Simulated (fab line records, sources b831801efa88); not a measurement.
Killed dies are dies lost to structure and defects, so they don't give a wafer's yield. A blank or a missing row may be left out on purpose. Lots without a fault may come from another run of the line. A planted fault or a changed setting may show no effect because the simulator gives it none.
Which tool did it? | flow sky130 | 15 lots, 45 wafers sampled, at 1 step of a route of 708

WHAT THE GAUGES READ, wafer by wafer
SKY_LI_CONTACT_OVL_MEAS_13. Usual: LI_CONTACT_OVL -1 nm, standard deviation 4.9.
lot  | measured     | on         | LI_CONTACT_OVL (nm) | flag
L366 | day 29 17:22 | overlay-01 | -1 -2 0             |
L364 | day 29 17:53 | overlay-02 | 4 4 -3              |
L365 | day 29 22:25 | overlay-02 | -9 -4 -1            |
L371 | day 31 15:17 | overlay-02 | 1 5 0               |
L372 | day 31 22:40 | overlay-01 | -13 1 -12           |
L373 | day 32 11:05 | overlay-01 | -3 -5 5             |
L375 | day 33 10:23 | overlay-02 | -3 0 -2             |
L376 | day 33 11:38 | overlay-01 | 6 1 -5              |
L378 | day 33 22:21 | overlay-01 | -9 -3 5             |
L379 | day 34 10:22 | overlay-02 | -6 -2 3             |
L380 | day 34 13:41 | overlay-01 | -8 4 0              |
L381 | day 34 15:40 | overlay-01 | -3 -5 2             |
L382 | day 35 01:28 | overlay-01 | -6 -8 -13           |
L384 | day 35 19:19 | overlay-01 | 4 -1 -3             |
L386 | day 36 17:09 | overlay-02 | -2 1 -8             |

WHICH TOOL RAN EACH LOT (tool, then ch and the chambers of the sampled wafers, then the start)
The record holds no process step before these readings.

WHAT THE TOOLS THEMSELVES READ (means of the sampled wafers that have a number; where no wafer has one, the mark that the record gives instead)
The record holds no such reading with a usual standard deviation.

THE ANSWER, worked out from the rows above alone
Rule: a lot is off if the mean of its wafers that have a number lies more than 3 standard deviations from the usual mean. A lot without any number at a reading at which 4 lots or more have one is off too. The other lots that the step has rows for count as sound. The gauges are gone through in route order, then the tools' own readings, and for those a lot's mean is taken as printed above. The first step at which some lot is off is used, and at that step the reading that is off furthest; a lot without a number counts as furthest.
No lot is off at any reading shown: from this, nothing can be told.

WHAT THE SIMULATOR HAD PUT IN
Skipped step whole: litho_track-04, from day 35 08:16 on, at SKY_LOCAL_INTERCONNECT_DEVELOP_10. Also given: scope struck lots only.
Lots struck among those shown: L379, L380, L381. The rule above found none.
